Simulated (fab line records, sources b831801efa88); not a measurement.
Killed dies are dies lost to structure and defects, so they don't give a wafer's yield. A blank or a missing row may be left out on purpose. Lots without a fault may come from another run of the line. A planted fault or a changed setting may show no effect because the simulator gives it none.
One fault seen from 2 desks | flow sky130 | each desk has only its own numbers; what lay behind them comes last

THE METROLOGY DESK
What the gauges read, lot by lot, whatever tool the lot ran on: means of the sampled wafers that have a number. A lot is out of limits, marked OUT, if its mean lies more than 4 standard deviations from the usual mean; the brackets give that distance.
Columns: A = LDD_N_OVL at SKY_LDD_N_OVL_MEAS_07, usual -1.1 nm
lot  | first seen here | A
L165 | day 20 11:36    | -1.1
L172 | day 22 16:40    | -3.4
L174 | day 23 11:20    | -1.9
L179 | day 25 01:18    | -1.0
L180 | day 25 17:38    | -0.1
L181 | day 25 21:11    | -2.9
This desk's finding: nothing out of limits on any of the 6 lots.

THE TOOL OWNER'S DESK: implanter-01
The tool's own readings at SKY_LDD_N_IMPLANT_15: means of the sampled wafers that have a number, for each lot that ran on this tool. A lot is out of limits, marked OUT, if its mean lies more than 4 standard deviations from the usual mean; the brackets give that distance.
Columns: A = dose_ions_cm2 at SKY_LDD_N_IMPLANT_15, usual 4.999e+12; B = faraday_current_uA at SKY_LDD_N_IMPLANT_15, usual 28.3
lot  | first seen here | A                           | B
L165 | day 20 12:41    | 5.008e+12                   | 28.1
L172 | day 22 17:45    | 4.996e+12                   | 28.3
L174 | day 23 12:25    | 6.292e+12 (+99 or more) OUT | 36.1 (+14) OUT
L179 | day 25 02:23    | 6.278e+12 (+99 or more) OUT | 35.6 (+13) OUT
This desk's finding: out of limits on L174, L179; first on L174, day 23 12:25 (dose_ions_cm2 at SKY_LDD_N_IMPLANT_15). In limits: L165, L172.

PUT TOGETHER
The tool owner's desk could have raised an alarm at day 23 12:25, on L174, L179.
The metrology desk saw nothing out of limits.
The metrology desk has L174, L179 on record, within its limits.
Of the lots named, all ran SKY_LDD_N_IMPLANT_15 on implanter-01.

WHAT THE SIMULATOR HAD PUT IN
Process parameter drift: implanter-01, from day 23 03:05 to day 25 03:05, at SKY_LDD_N_IMPLANT_15. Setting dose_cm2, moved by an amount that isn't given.
Lots struck among those shown: L174, L179.
Hours from the fault's start to each desk's first reading out of limits: the tool owner's desk, 9.
